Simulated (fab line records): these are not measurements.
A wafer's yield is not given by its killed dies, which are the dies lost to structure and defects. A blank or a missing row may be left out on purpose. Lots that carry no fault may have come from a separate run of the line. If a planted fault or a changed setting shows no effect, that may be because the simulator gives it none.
fab line records	flow sky130
record: lots: 5	wafers: 15	lastDay: 49
route steps=708 shown VIA3@590 METAL4@598 CAP2M@603 PAD_OPEN@708
lots that met no fault: from a run of the same line without faults
startH: hours from the record's opening day to when the first of the lot's shown wafers began	waitH: hours from the lot's prior step to this one	" identical to the entry in the row above	L1.1+2: several wafers, shown together as one row	- no value present, or no start provided	* or withheld: withheld	< > ~ a bound
route shown NAME@n: names a module that has steps shown in the file, with the first one's number in the route	usual: mean and standard deviation over wafers with no fault	same: alike in all rows	chamber/n: place in a boat	sites: per-site readings	_std_site: standard deviation of those values	_edge_site: inner sites' mean taken away from outer sites' mean	radiusMm: how far each site lies from the wafer's centre	mask NAME#n: copy n	behind: the most recent tool/chamber to have shaped the wafer	hold: why the lot was held/for how many hours/how that ended	device: which transistor (n, p or np) failed to switch	end of line: tests run on the same wafers once the route is complete	where a step has no rows: the recipe by itself	killed: the dies lost at the first sort to structure and to defects; this is not the yield of the wafer	map: shows each die of a wafer: x if killed, . if not, _ if none is there
set.NAME: the setting the step ran with; set.NAME@STEP: the setting that earlier step ran with	model.NAME: the simulator's own value behind a step, which no gauge read
lots at selected steps of the route; one table per step, one row per wafer
services: the hour from which a tool's chamber was out of use, counted from the record's first day as startH (under 0 if before that day), plus the number of hours and why
== steps ==
step: SKY_VIA3_STRIP_17
recipe: chemistry: postEtchResidueRemover	timeS: 1200	tempC: 72.5
step: SKY_VIA3_CLEAN_18
recipe: chemistry: IPA	timeS: 180	tempC: 25
step: SKY_VIA3_CLEAN_19
recipe: chemistry: O3/DIW	dry: n2Spin
step: SKY_VIA3_SPUTTER_20
recipe: material: TiN	targetThkNm: 20	chamberPressurePa: 5	powerW: 4000	timeS: 80
usual: throttleValvePct: 29.6/1.2
lot.wafer	tool	chamber	startH	waitH	throttleValvePct
L365.2	pvdSputter-04	-	950.86	0.0	29.4
L365.5	"	-	"	"	30.8
L365.6	"	-	"	"	28.8
L366.2	pvdSputter-04	-	955.33	0.0	29.4
L366.3	"	-	"	"	31.0
L366.5	"	-	"	"	30.2
L374.3	pvdSputter-04	-	1008.30	0.0	30.4
L374.4	"	-	"	"	30.9
L374.6	"	-	"	"	30.6
L379.2	pvdSputter-04	-	1042.57	0.0	28.7
L379.4	"	-	"	"	30.4
L379.5	"	-	"	"	28.8
L382.1	pvdSputter-02	-	1059.27	0.0	30.0
L382.5	"	-	"	"	31.1
L382.6	"	-	"	"	28.6
step: SKY_VIA3_CVD_21
recipe: material: W	targetThkNm: 390	timeS: 117.31	tempC: 400	pressureTorr: 40
usual: heaterPowerW: 885/69	susceptorTempC: 400.02/0.21
lot.wafer	tool	chamber	startH	waitH	heaterPowerW	susceptorTempC
L365.2	cvdW-02	1	950.92	0.0	925	399.84
L365.5	"	1	"	"	904	400.04
L365.6	"	0	"	"	950	399.79
L366.2	cvdW-01	1	955.43	0.1	770	399.96
L366.3	"	1	"	"	773	400.13
L366.5	"	1	"	"	763	400.15
L374.3	cvdW-02	0	1008.40	0.1	967	400.01
L374.4	"	1	"	"	926	399.85
L374.6	"	0	"	"	958	399.76
L379.2	cvdW-01	0	1042.64	0.0	885	399.99
L379.4	"	1	"	"	767	400.02
L379.5	"	1	"	"	760	399.51
L382.1	cvdW-02	1	1059.33	0.0	938	399.89
L382.5	"	0	"	"	942	400.05
L382.6	"	1	"	"	940	400.08
step: SKY_VIA3_RS_MEAS_22
recipe: thkMeasGauge: four-point-probe	reads: W_of_VIA3_CVD_21+TiN_of_VIA3_SPUTTER_20
usual: VIA3_W_RS: 0.2937/0.0028
lot.wafer	tool	chamber	startH	waitH	VIA3_W_RS[ohm/sq]
L365.2	filmMetro-03	-	951.06	0.1	0.2944
L365.5	"	-	"	"	0.2964
L365.6	"	-	"	"	0.2919
L366.2	filmMetro-03	-	955.66	0.2	0.2932
L366.3	"	-	"	"	0.2941
L366.5	"	-	"	"	0.2959
L374.3	filmMetro-04	-	1008.52	0.1	0.2944
L374.4	"	-	"	"	0.2957
L374.6	"	-	"	"	0.2956
L379.2	filmMetro-03	-	1042.78	0.1	0.2965
L379.4	"	-	"	"	0.2936
L379.5	"	-	"	"	0.2951
L382.1	filmMetro-04	-	1059.45	0.1	0.2933
L382.5	"	-	"	"	0.2955
L382.6	"	-	"	"	0.2933
step: SKY_VIA3_THK_MEAS_23
recipe: thkMeasGauge: xrf	reads: W_of_VIA3_CVD_21
usual: VIA3_W_THK: 391/4.9
lot.wafer	tool	chamber	startH	waitH	VIA3_W_THK[nm]
L365.2	filmMetro-03	-	951.17	0.1	391
L365.5	"	-	"	"	386
L365.6	"	-	"	"	391
L366.2	filmMetro-03	-	955.77	0.1	392
L366.3	"	-	"	"	391
L366.5	"	-	"	"	387
L374.3	filmMetro-04	-	1008.62	0.1	387
L374.4	"	-	"	"	386
L374.6	"	-	"	"	387
L379.2	filmMetro-03	-	1042.89	0.1	389
L379.4	"	-	"	"	389
L379.5	"	-	"	"	388
L382.1	filmMetro-04	-	1059.57	0.1	388
L382.5	"	-	"	"	386
L382.6	"	-	"	"	389
step: SKY_VIA3_CMP_24
recipe: stopOn: SiO2	tOverpolishS: 20	downForcePsi: 3.5	platenRpm: 60	targetThkNm: 0	padVelocityMS: 0.94248
step: SKY_METAL4_SPUTTER_00
recipe: material: Ti	targetThkNm: 15	powerW: 3000	timeS: 10	chamberPressurePa: 0.4
usual: throttleValvePct: 29.6/1.2
lot.wafer	tool	chamber	startH	waitH	throttleValvePct
L365.2	pvdSputter-02	-	951.52	0.1	28.2
L365.5	"	-	"	"	26.5
L365.6	"	-	"	"	31.6
L366.2	pvdSputter-02	-	956.12	0.1	28.6
L366.3	"	-	"	"	26.0
L366.5	"	-	"	"	30.4
L374.3	pvdSputter-02	-	1008.96	0.1	28.4
L374.4	"	-	"	"	30.5
L374.6	"	-	"	"	26.2
L379.2	pvdSputter-04	-	1043.98	0.2	29.5
L379.4	"	-	"	"	30.7
L379.5	"	-	"	"	29.5
L382.1	pvdSputter-04	-	1059.93	0.2	28.8
L382.5	"	-	"	"	28.6
L382.6	"	-	"	"	29.4
step: SKY_METAL4_SPUTTER_01
recipe: material: TiN	targetThkNm: 20	powerW: 6500	timeS: 16.7	chamberPressurePa: 0.4
usual: throttleValvePct: 29.6/1.2
lot.wafer	tool	chamber	startH	waitH	throttleValvePct
L365.2	pvdSputter-02	-	951.55	0.0	28.4
L365.5	"	-	"	"	26.2
L365.6	"	-	"	"	31.4
L366.2	pvdSputter-02	-	956.14	0.0	28.4
L366.3	"	-	"	"	26.5
L366.5	"	-	"	"	30.0
L374.3	pvdSputter-02	-	1008.99	0.0	28.6
L374.4	"	-	"	"	30.2
L374.6	"	-	"	"	26.3
L379.2	pvdSputter-04	-	1044.00	0.0	29.3
L379.4	"	-	"	"	30.9
L379.5	"	-	"	"	29.7
L382.1	pvdSputter-04	-	1059.95	0.0	28.7
L382.5	"	-	"	"	29.1
L382.6	"	-	"	"	29.2
step: SKY_METAL4_SPUTTER_02
recipe: material: AlCu	targetThkNm: 735	powerW: 10600	timeS: 39.1	chamberPressurePa: 0.4
step: SKY_METAL4_SPUTTER_03
recipe: material: Ti	targetThkNm: 5	powerW: 3000	timeS: 3.3	chamberPressurePa: 0.4
usual: throttleValvePct: 29.6/1.2
lot.wafer	tool	chamber	startH	waitH	throttleValvePct
L365.2	pvdSputter-02	-	951.61	0.0	28.5
L365.5	"	-	"	"	26.4
L365.6	"	-	"	"	31.4
L366.2	pvdSputter-02	-	956.20	0.0	28.3
L366.3	"	-	"	"	26.5
L366.5	"	-	"	"	30.0
L374.3	pvdSputter-02	-	1009.06	0.0	29.0
L374.4	"	-	"	"	30.3
L374.6	"	-	"	"	26.5
L379.2	pvdSputter-04	-	1044.07	0.0	29.3
L379.4	"	-	"	"	30.8
L379.5	"	-	"	"	29.2
L382.1	pvdSputter-04	-	1060.02	0.0	29.0
L382.5	"	-	"	"	28.7
L382.6	"	-	"	"	29.5
step: SKY_METAL4_SPUTTER_04
recipe: material: TiN	targetThkNm: 70	powerW: 6500	timeS: 58.3	chamberPressurePa: 0.4
usual: throttleValvePct: 29.6/1.3
lot.wafer	tool	chamber	startH	waitH	throttleValvePct	model.TiN_of_METAL4_SPUTTER_04.thkNm
L365.2	pvdSputter-02	-	951.63	0.0	28.8	69.47
L365.5	"	-	"	"	26.6	70.56
L365.6	"	-	"	"	31.5	70.01
L366.2	pvdSputter-02	-	956.22	0.0	28.8	68.14
L366.3	"	-	"	"	26.3	69.34
L366.5	"	-	"	"	30.2	69.47
L374.3	pvdSputter-02	-	1009.08	0.0	28.3	69.74
L374.4	"	-	"	"	30.1	69.8
L374.6	"	-	"	"	26.2	77.43
L379.2	pvdSputter-04	-	1044.09	0.0	29.6	70.54
L379.4	"	-	"	"	30.8	70.08
L379.5	"	-	"	"	29.4	70.1
L382.1	pvdSputter-04	-	1060.03	0.0	28.5	71.16
L382.5	"	-	"	"	28.6	71.7
L382.6	"	-	"	"	29.4	70.95
step: SKY_CAP2M_CVD_00
recipe: material: SiO2	targetThkNm: 15.5	tempC: 400	timeS: withheld	rfW: 450
step: SKY_PAD_OPEN_PROBE_99
usual: defectLimitedYield: 82.7/2.1	killed_at_M0_to_M3: 43/7.2	killed_at_M4_up: 3.0/1.7	killedAtContacts: 24/5.3	killedAtFrontEnd: 15/4.6	killedAtOther: 0.3/0.5	killedDies: 85/10	killedOpen: 46/7.2	killedShort: 39/6.4	sort_bin_3_pad_short: 0.9/0.42	sort_bin_5_function: 10.2/1.6	sort_bin_6_memory: 6.2/1	sortNPass: 407/10	sortYieldPct: 82.7/2.1
same: grossDies: 492	killedAtBackSide: 0	sort_bin_4_leakage[%]: 0	sort_bin_8_speed[%]: 0
lot.wafer	tool	chamber	startH	waitH	defectLimitedYield[%]	killed_at_M0_to_M3	killed_at_M4_up	killedAtContacts	killedAtFrontEnd	killedAtOther	killedDies	killedOpen	killedShort	sort_bin_3_pad_short[%]	sort_bin_5_function[%]	sort_bin_6_memory[%]	sortNPass	sortYieldPct[%]
L365.2	prober-02	-	1094.66	0.1	81.3	38	1	32	21	0	92	45	47	1.0	11.8	5.9	400	81.3
L365.5	prober-02	-	1094.81	0.2	83.9	41	1	25	12	0	79	40	39	0.8	10.0	5.3	413	83.9
L365.6	prober-02	-	1094.86	0.2	80.7	49	1	29	16	0	95	60	35	0	12.0	7.3	397	80.7
L366.2	prober-01	-	1096.91	0.1	82.3	41	1	27	18	0	87	45	42	1.0	10.6	6.1	405	82.3
L366.3	prober-01	-	1096.96	0.2	80.9	50	4	28	12	0	94	48	46	0.8	10.0	8.3	398	80.9
L366.5	prober-01	-	1097.06	0.2	84.8	35	5	25	9	1	75	31	44	1.4	8.3	5.5	417	84.8
L374.3	prober-01	-	1140.59	0.2	87.0	29	3	18	14	0	64	31	33	1.2	7.3	4.5	428	87.0
L374.4	prober-01	-	1140.64	0.2	88.0	36	0	11	12	0	59	34	25	0.4	7.9	3.7	433	88.0
L374.6	prober-01	-	1140.74	0.2	85.6	29	2	20	19	1	71	42	29	0.4	7.9	6.1	421	85.6
L379.2	prober-02	-	1169.63	0.1	82.9	42	4	22	16	0	84	40	44	1.4	10.4	5.3	408	82.9
L379.4	prober-02	-	1169.73	0.2	83.3	49	2	23	8	0	82	52	30	1.2	7.7	7.7	410	83.3
L379.5	prober-02	-	1169.78	0.2	82.1	49	2	26	10	1	88	53	35	1.0	10.4	6.5	404	82.1
L382.1	prober-01	-	1183.50	0.1	84.3	42	4	18	13	0	77	42	35	0.8	8.7	6.1	415	84.3
L382.5	prober-01	-	1183.70	0.2	84.1	45	3	21	9	0	78	42	36	0.4	11.0	4.5	414	84.1
L382.6	prober-01	-	1183.75	0.2	82.3	39	1	32	15	0	87	47	40	1.2	9.8	6.7	405	82.3
killed by level:class
L365.2 CONTACT:geometricParticle:open=12 VIA1:geometricParticle:open=12 CONTACT:geometricParticle:short=8 METAL1:geometricParticle:short=8 FIELD_ISO:geometricParticle:open=6 FIELD_ISO:geometricParticle:short=6 LI_CONTACT:geometricParticle:open=6 METAL2:geometricParticle:short=5
L365.5 CONTACT:geometricParticle:open=12 METAL2:geometricParticle:short=9 LOCAL_INTERCONNECT:geometricParticle:short=5 METAL1:geometricParticle:short=5 VIA3:geometricParticle:open=5 CONTACT:geometricParticle:short=4 VIA1:geometricParticle:short=4 VIA2:geometricParticle:open=4
L365.6 CONTACT:geometricParticle:open=14 VIA1:geometricParticle:open=12 VIA3:geometricParticle:open=9 LI_CONTACT:geometricParticle:open=7 VIA2:geometricParticle:open=6 METAL1:geometricParticle:short=5 VIA1:geometricParticle:short=5 FIELD_ISO:geometricParticle:open=4
L366.2 LI_CONTACT:geometricParticle:open=13 VIA1:geometricParticle:open=10 VIA1:geometricParticle:short=8 FIELD_ISO:geometricParticle:short=7 METAL1:geometricParticle:short=7 CONTACT:geometricParticle:open=7 CONTACT:geometricParticle:short=4 VIA2:geometricParticle:open=4
L366.3 VIA1:geometricParticle:open=11 LI_CONTACT:geometricParticle:open=8 CONTACT:geometricParticle:open=7 METAL2:geometricParticle:short=7 VIA2:geometricParticle:open=7 VIA1:geometricParticle:short=6 LI_CONTACT:geometricParticle:short=5 VIA2:geometricParticle:short=4
L366.5 METAL1:geometricParticle:short=10 CONTACT:geometricParticle:open=9 VIA1:geometricParticle:open=7 CONTACT:geometricParticle:short=6 LOCAL_INTERCONNECT:geometricParticle:short=5 METAL4:geometricParticle:short=5 VIA3:geometricParticle:short=4 VIA2:geometricParticle:open=4
L374.3 VIA2:geometricParticle:open=6 LI_CONTACT:geometricParticle:open=6 FIELD_ISO:geometricParticle:short=5 METAL2:geometricParticle:short=5 CONTACT:geometricParticle:open=4 CONTACT:geometricParticle:short=4 FIELD_ISO:geometricParticle:open=3 METAL3:geometricParticle:open=3
L374.4 VIA2:geometricParticle:open=9 CONTACT:geometricParticle:open=7 VIA1:geometricParticle:open=6 FIELD_ISO:geometricParticle:short=4 METAL2:geometricParticle:short=4 VIA3:geometricParticle:open=4 FIELD_ISO:geometricParticle:open=3 POLY_GATE:geometricParticle:short=3
L374.6 CONTACT:geometricParticle:open=11 VIA1:geometricParticle:open=10 FIELD_ISO:geometricParticle:short=5 POLY_GATE:geometricParticle:open=5 LI_CONTACT:geometricParticle:open=5 METAL1:geometricParticle:short=5 POLY_GATE:geometricParticle:short=4 VIA3:geometricParticle:open=4
L379.2 VIA1:geometricParticle:open=10 CONTACT:geometricParticle:open=8 METAL1:geometricParticle:short=7 LOCAL_INTERCONNECT:geometricParticle:short=6 METAL2:geometricParticle:short=6 VIA2:geometricParticle:open=6 FIELD_ISO:geometricParticle:short=4 LI_CONTACT:geometricParticle:open=4
L379.4 VIA1:geometricParticle:open=15 VIA2:geometricParticle:open=9 LI_CONTACT:geometricParticle:open=8 CONTACT:geometricParticle:open=7 CONTACT:geometricParticle:short=5 VIA1:geometricParticle:short=5 METAL2:geometricParticle:short=5 POLY_GATE:geometricParticle:short=3
L379.5 LI_CONTACT:geometricParticle:open=12 VIA1:geometricParticle:open=11 VIA3:geometricParticle:open=10 CONTACT:geometricParticle:open=8 VIA1:geometricParticle:short=8 METAL1:geometricParticle:short=4 METAL2:geometricParticle:short=4 FIELD_ISO:geometricParticle:open=3
L382.1 VIA1:geometricParticle:open=10 VIA3:geometricParticle:open=8 VIA2:geometricParticle:open=6 FIELD_ISO:geometricParticle:open=5 CONTACT:geometricParticle:open=5 LOCAL_INTERCONNECT:geometricParticle:short=4 LI_CONTACT:geometricParticle:open=4 METAL3:geometricParticle:short=4
L382.5 VIA1:geometricParticle:open=9 METAL2:geometricParticle:short=7 CONTACT:geometricParticle:open=6 VIA3:geometricParticle:open=6 LI_CONTACT:geometricParticle:open=5 METAL1:geometricParticle:short=5 VIA2:geometricParticle:short=5 FIELD_ISO:geometricParticle:open=4
L382.6 VIA1:geometricParticle:open=12 LI_CONTACT:geometricParticle:open=10 CONTACT:geometricParticle:open=9 VIA1:geometricParticle:short=6 FIELD_ISO:geometricParticle:short=6 VIA2:geometricParticle:open=6 LOCAL_INTERCONNECT:geometricParticle:short=5 LI_CONTACT:geometricParticle:short=4
== services ==
tool	chamber	startH	hours	kind
pvdSputter-02	1	933.67	-	consumableReplace:kit
pvdSputter-02	1	933.67	18.0	scheduledDown
pvdSputter-02	1	933.67	18.0	ventCycle
pvdSputter-02	-	941.44	5.5	repair
pvdSputter-02	-	952.73	1.2	repair
cvdW-01	0	954.56	10.6	repair
cvdW-01	-	957.43	2.8	pm
pvdSputter-04	1	970.02	-	consumableReplace:kit
pvdSputter-04	1	970.02	18.0	scheduledDown
pvdSputter-04	1	970.02	18.0	ventCycle
pvdSputter-02	-	1020.75	3.3	repair
cvdW-01	1	1049.81	5.0	repair
pvdSputter-02	0	1050.97	-	consumableReplace:kit
pvdSputter-02	0	1050.97	18.0	scheduledDown
pvdSputter-02	0	1050.97	18.0	ventCycle
cvdW-01	0	1058.46	3.1	repair
== key ==
firstSign none at tools or gauges
modelEffect: step: SKY_METAL4_SPUTTER_04	value: TiN_of_METAL4_SPUTTER_04.thkNm	without: 70.54	struck: 77.43
metAt SKY_METAL4_SPUTTER_04
struckWafers L374.6
onsetBetween 956.22 1009.08
fault: kind: processParameterDrift	tool: pvdSputter-02	chamber: -	onsetH: 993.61	steps: SKY_METAL4_SPUTTER_04	channel: timeS	offset: *	shape: step	endH: 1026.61	actsIn: *	stated: *	scope: struckWafersOnly
